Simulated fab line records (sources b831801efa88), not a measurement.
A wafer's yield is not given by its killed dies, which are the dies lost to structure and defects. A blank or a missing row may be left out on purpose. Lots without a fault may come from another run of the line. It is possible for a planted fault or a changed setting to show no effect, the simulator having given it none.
Split-lot trial | flow gf180mcu | 23 wafers read across 5 lots, on a route 602 steps long

THE SPLIT
At GF_CONTACT_CVD_00 (deposits SiO2, target thk 300 nm, time 50 s), the setting sih4 flow sccm was moved away from the recipe's 60 sccm on 5 of the 23 wafers read, by +7.4% to +14.0%. All remaining wafers had this setting at the recipe value.

There is no step in the file separating the split from the reading.

THE READING
Values of CONTACT_CVD_00_THK in nm from GF_CONTACT_THK_MEAS_01. A value of 300 nm with a standard deviation of 3.2 nm is what fault-free wafers of this fab line usually give.

wafer  | tool, chamber at the split | sih4 flow sccm as run, sccm | against the recipe | CONTACT_CVD_00_THK, nm | against lot-mates on the recipe
L074.1 | hdpcvd-01, 0               | 60                          | recipe             | 297                    | -
L074.2 | hdpcvd-01, 2               | 60                          | recipe             | 300                    | -
L074.3 | hdpcvd-01, 1               | 60                          | recipe             | 294                    | -
L074.5 | hdpcvd-01, 0               | 60                          | recipe             | 298                    | -
L074.6 | hdpcvd-01, 2               | 60                          | recipe             | 298                    | -
L075.1 | hdpcvd-01, 1               | 60                          | recipe             | 301                    | -
L075.2 | hdpcvd-01, 2               | 68.37                       | +14.0%             | 342                    | +42
L075.3 | hdpcvd-01, 0               | 68.37                       | +14.0%             | 345                    | +44
L075.5 | hdpcvd-01, 1               | 60                          | recipe             | 300                    | -
L075.6 | hdpcvd-01, 0               | 68.37                       | +14.0%             | 344                    | +44
L076.1 | hdpcvd-01, 0               | 60                          | recipe             | 300                    | -
L076.3 | hdpcvd-01, 1               | 60                          | recipe             | 301                    | -
L076.4 | hdpcvd-01, 1               | 60                          | recipe             | 299                    | -
L076.5 | hdpcvd-01, 2               | 60                          | recipe             | 299                    | -
L076.6 | hdpcvd-01, 0               | 60                          | recipe             | 303                    | -
L081.1 | hdpcvd-02, 1               | 64.42                       | +7.4%              | 319                    | +23
L081.2 | hdpcvd-02, 2               | 60                          | recipe             | 296                    | -
L081.3 | hdpcvd-02, 0               | 60                          | recipe             | 296                    | -
L081.4 | hdpcvd-02, 1               | 64.42                       | +7.4%              | 319                    | +23
L081.6 | hdpcvd-02, 2               | 60                          | recipe             | 296                    | -
L084.1 | hdpcvd-02, 1               | 60                          | recipe             | 296                    | -
L084.3 | hdpcvd-02, 0               | 60                          | recipe             | 293                    | -
L084.4 | hdpcvd-02, 0               | 60                          | recipe             | 295                    | -

THE FIT
A straight line over all 23 wafers: CONTACT_CVD_00_THK changes by +3.23 nm for each +1% of sih4 flow sccm; r = +0.99; the points scatter about the line by 2.6 nm.
The same after taking each lot's own level away (the mean of its wafers on the recipe; 23 wafers): +3.1 nm for each +1%; r = +1.00; scatter 1.4 nm.
According to that fit, moving sih4 flow sccm by its largest amount changes the reading by 43 nm.
From 294.7 to 300.5 nm: that is the span of the lots' own levels, equal to 1.8 times the standard deviation above.
So the lot-to-lot level changes the slope little: the two slopes agree.
Check: with one of the wafers moved furthest among these (+14.0%) left out of the fit, the line predicts +43.9 nm for it against its lot-mates. It came out at +41.5 nm against them.

OTHER SPLITS APPLIED TO THESE WAFERS
Other splits were also applied to these wafers ahead of the reading. Each is held against what the fit with the lots' levels taken away leaves over:
other split on the same wafers   | wafers away from the commonest value | r with CONTACT_CVD_00_THK (lot level and that fit taken away)
GF_HV_LDD_CVD_54 target thk nm   | 18                                   | +0.02
GF_NSD_DEVELOP_06 dev temp c     | 4                                    | -0.07
GF_PSD_COAT_02 spin rpm          | 8                                    | -0.03
GF_PSD_DEVELOP_06 develop time s | 6                                    | +0.39
GF_SAB_DEVELOP_08 develop time s | 8                                    | +0.08
GF_SAB_STRIP_13 o2 flow sccm     | 11                                   | +0.03

THE WHOLE CHAIN: every reading that the file lists as answering this split, in the file's order
step                   | what it does                                | reading                                                                        | change (the file's fit)             | r (the file's)
GF_CONTACT_CVD_00      | deposits SiO2, target thk 300 nm, time 50 s | SiO2_of_CONTACT_CVD_00.thk nm (the simulator's own value, which no gauge read) | +3.1 nm for each +1% of the setting | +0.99
GF_CONTACT_THK_MEAS_01 |                                             | CONTACT_CVD_00_THK                                                             | +3.09 for each +1% of the setting   | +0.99

FILE'S OWN FIT
CONTACT_CVD_00_THK changes by +3.09 nm for each +1% of sih4 flow sccm, r = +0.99.
